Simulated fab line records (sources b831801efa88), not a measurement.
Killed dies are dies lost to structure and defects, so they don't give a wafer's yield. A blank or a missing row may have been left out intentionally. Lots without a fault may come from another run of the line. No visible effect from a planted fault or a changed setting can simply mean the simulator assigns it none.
A struck lot beside a sound one    flow sky130    18 out of 708 route steps
Sound: the wafers L552.1, L552.3, L552.5. Wafers struck: L561.2, L561.3, L561.6. At the end, the cause is stated.
Order at every step that has rows: each side's tool, ch and its chambers, its first start. Under that, the readings that differ: sound wafers    struck wafers    difference of the means    sigmas: that difference in standard deviations of wafers without a fault.
alike: readings whose means differ by less than 2 such deviations, and words and numbers that are the same on both sides. not compared: withheld readings, readings that some wafer has no value for, bounds like >300 that may hide the same value, and numbers for which the record gives no deviation and whose values overlap.
The two part at a step that has a row with sigmas, a row that says differs or no value, or rows on one side only. When numbers do not overlap yet have no deviation, they are printed without sigmas and do not part them. A reading missing from all wafers of one side parts the sides only when that side holds two or more wafers.

first, 3 steps without rows for these wafers: SKY_VIA1_EXPOSE_09 (exposes mask VIM, target cd 150 nm); SKY_VIA1_PEB_10; SKY_VIA1_DEVELOP_11 (develop time 60 s).
SKY_VIA1_CD_MEAS_12: target cd 150 nm.
  sound on cd_sem-02, day 36 07:22; struck on cd_sem-02, day 38 12:45
reading     sound              struck             difference  sigmas
cd_nm (nm)  149.5 150.6 149.8  152.7 153.7 152.8  +3.1        +2
SKY_VIA1_OVL_MEAS_13:
  sound on overlay-02, day 36 07:29; struck on overlay-02, day 38 12:52
  alike: VIA1_OVL
SKY_VIA1_ETCH_14: etches BARC in N2/H2, stops on SiO2, time 45.9 s, target depth 60 nm.
  sound on rie_diel-04 ch 2,3, day 36 07:31; struck on rie_diel-04 ch 0,1,3, day 38 12:53
  alike: drypump_motor_current_A, oes_product_au, throttle_valve_pct
  not compared: rf_hours_counter_h
SKY_VIA1_ETCH_15: etches SiO2 in C4F8/O2/Ar, stops on TiN, target depth 351 nm, time 54 s.
  sound on rie_diel-04 ch 2,3, day 36 07:34; struck on rie_diel-04 ch 0,1,3, day 38 12:56
  alike: oes_product_au
  not compared: rf_hours_counter_h
SKY_VIA1_STRIP_16: strips in O2/N2.
  sound on plasma_asher-03 ch 0,1, day 36 07:36; struck on plasma_asher-02 ch 0,1, day 38 12:59
reading                      sound        struck       difference  sigmas
drypump_motor_current_A (A)  6.5 6.1 6.5  5.6 5.6 5.6  -0.8        -2
  alike: oes_product_au, strip_time_to_endpoint_s
  not compared: rf_hours_counter_h
then, 3 steps without rows for these wafers: SKY_VIA1_STRIP_17 (strips in post etch residue remover, time 1200 s); SKY_VIA1_CLEAN_18 (cleans in IPA, time 180 s); SKY_VIA1_CLEAN_19 (cleans in O3/DIW).
SKY_VIA1_SPUTTER_20: material TiN, target thk 20 nm, time 80 s.
  sound on pvd_sputter-04, day 36 08:11; struck on pvd_sputter-02, day 38 13:36
  alike: throttle_valve_pct
SKY_VIA1_CVD_21: deposits W, target thk 270 nm, time 80.902 s.
  sound on cvd_w-02 ch 0,1, day 36 08:16; struck on cvd_w-01 ch 1, day 38 13:40
reading                             sound              struck             difference  sigmas
model.W_of_VIA1_CVD_21.thk_nm (nm)  266.8 263.5 266.4  415.4 419.7 418.4  +152.3      
  alike: heater_power_w
SKY_VIA1_RS_MEAS_22: measurement is done with a four-point probe.
  sound on film_metro-01, day 36 08:21; struck on film_metro-01, day 38 13:46
reading             sound              struck             difference  sigmas
VIA1_W_RS (ohm/sq)  0.432 0.438 0.432  0.276 0.273 0.273  -0.160      -24
SKY_VIA1_THK_MEAS_23: measures by xrf.
  sound on film_metro-01, day 36 08:28; struck on film_metro-01, day 38 13:53
reading          sound        struck       difference  sigmas
VIA1_W_THK (nm)  264 260 263  403 410 404  +143        +30
SKY_VIA1_CMP_24: polishes, stops on SiO2, t overpolish 15 s, target thk 0 nm.
  sound on cmp-02 ch 1,2, day 36 08:32; struck on cmp-01 ch 0,1, day 38 13:56
reading                 sound     struck     difference  sigmas
time_to_endpoint_s (s)  59 66 60  102 99 97  +38         +8
  alike: motor_current_A
SKY_METAL2_SPUTTER_00: material Ti, target thk 15 nm, time 10 s.
  sound on pvd_sputter-03, day 36 08:50; struck on pvd_sputter-02, day 38 14:14
  alike: throttle_valve_pct
-- the record jumps here: 11 days lie between the struck wafers' starts before and after (it left off in module METAL2 and takes up again in module PAD_OPEN, whose first step shown is number 708 of the route) --
SKY_PAD_OPEN_PROBE_99:
  sound on prober-01, day 47 12:48; struck on prober-02, day 49 06:02
reading               sound      struck     difference  sigmas
killed_at_other       0 0 0      3 0 1      +1          +2
sort_bin_8_speed (%)  0 1.4 7.9  0.4 0.2 0  -2.9        -3
  alike: defect_limited_yield, killed_at_M0_to_M3, killed_at_M4_up, killed_at_contacts, killed_at_front_end, killed_dies, killed_on_rim, killed_open, killed_short, sort_bin_3_pad_short, sort_bin_5_function, sort_bin_6_memory, sort_n_pass, sort_yield_pct

WHERE THEY PART
Earliest at SKY_VIA1_CD_MEAS_12; latest, in this record, at SKY_PAD_OPEN_PROBE_99.

WHY: whatever the simulator had introduced
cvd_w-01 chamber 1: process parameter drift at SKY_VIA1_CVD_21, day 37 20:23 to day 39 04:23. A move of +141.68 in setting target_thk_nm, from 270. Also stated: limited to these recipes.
